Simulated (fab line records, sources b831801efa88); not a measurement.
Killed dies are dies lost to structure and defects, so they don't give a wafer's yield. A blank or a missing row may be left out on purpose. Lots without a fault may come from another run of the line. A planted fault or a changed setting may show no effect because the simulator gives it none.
Problem report in the 8D (eight disciplines) form, filled by code | flow sky130 | the parts of the form that need people (team, actions taken, sign-off) are left out

1. THE PROBLEM
platen_rpm at SKY_VIA1_CMP_02 reads a mean of 54.03 rpm on 1 wafer of 1 lot; wafers without a fault read 60.00 rpm with a standard deviation of 0.04. That is -99 or more standard deviations from the usual mean.
The step: polishes SiO2.
First seen on wafer L757.3, day 35 20:53, on cmp-01. The record holds 33 wafers of 11 lots with a number at this step. Rule for "out", or "out of limits": more than 4 standard deviations from the usual mean. The other wafers with a number count as sound.

2. WHAT IT IS AND WHAT IT IS NOT
question                    | is                | is not
which readings at this step | platen_rpm        | motor_current_A
which lots                  | L757              | L750, L751, L754, L762, L764, L766, L767, L768, L769, L771
which wafers of those lots  | L757.3            | L757.4, L757.5
read on which tools         | cmp-01            | cmp-02
when                        | from day 35 20:53 | up to then (11 sound wafers); but 21 sound wafers of L762, L764, L766, L767, L768, L769, L771 came after

3. SUSPECTS, AND WHAT RULES EACH OUT
Counting: a tool at a process step up to the reading stays a suspect if it ran every lot that is out. Sound lots after the first of them don't rule it out here, since some wafers of a struck lot are sound.
- cmp-02 at SKY_CONTACT_CMP_27 (polishes, stops on SiO2, t overpolish 15 s, target thk 0 nm): kept. It ran the lot that is out, L757 (day 34 17:37); its last sound lot up to then is L754 (day 34 02:58).
- litho_track-02 at SKY_METAL1_DEHYDRATE_07 (time 62.18 s): kept. It ran the lot that is out, L757 (day 35 06:17); its last sound lot up to then is L754 (day 34 17:01).
- rie_metal-03 at SKY_METAL1_METAL_ETCH_19 (etches the open film in Cl2/BCl3, stops on SiO2, target depth 360 nm, time 78 s): kept. It ran the lot that is out, L757 (day 35 19:56); its last sound lot up to then is L751 (day 34 18:17).
- cmp-01 at SKY_VIA1_CMP_02 (polishes SiO2): kept. It ran the lot that is out, L757 (day 35 20:53); its last sound lot up to then is L751 (day 34 19:14). Its own readings are out on those wafers: platen_rpm.
- Within cmp-02 at SKY_CONTACT_CMP_27: the wafers that are out ran in chamber 1; their sound lot-mates ran in chambers 0, 2.
- Within rie_metal-03 at SKY_METAL1_METAL_ETCH_19: the wafers that are out ran in chamber 1; their sound lot-mates ran in chamber 0.
- Within cmp-01 at SKY_VIA1_CMP_02: the wafers that are out ran in chamber 2; their sound lot-mates ran in chambers 0, 1.
Left after counting: cmp-02 at SKY_CONTACT_CMP_27, litho_track-02 at SKY_METAL1_DEHYDRATE_07, rie_metal-03 at SKY_METAL1_METAL_ETCH_19, cmp-01 at SKY_VIA1_CMP_02.

4. THE CAUSE (what the simulator had put in)
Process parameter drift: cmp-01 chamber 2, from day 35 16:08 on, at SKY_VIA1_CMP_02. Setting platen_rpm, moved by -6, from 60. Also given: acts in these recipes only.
Counting left 4 suspects, and this tool is among them.

5. THE CHAIN OF EFFECTS, in route order
Each row: a reading whose mean over the struck wafers that have a number lies more than 3 standard deviations from the usual. Only readings for which the record gives a usual standard deviation are gone through. hours: the time from each lot's start at the first step in this table that gives one to its start at this step, as a median over the lots. sigmas: the change in usual standard deviations.
hours | step            | reading    | usual     | on struck wafers | change | sigmas
0     | SKY_VIA1_CMP_02 | platen_rpm | 60.00 rpm | 54.03            | -5.97  | -99 or more
The process steps in it:
- SKY_VIA1_CMP_02: polishes SiO2.

6. WHAT WOULD HAVE CAUGHT IT SOONER
In this record the first reading out of limits was taken at day 35 20:53, 5 hours after the fault began at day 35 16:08.
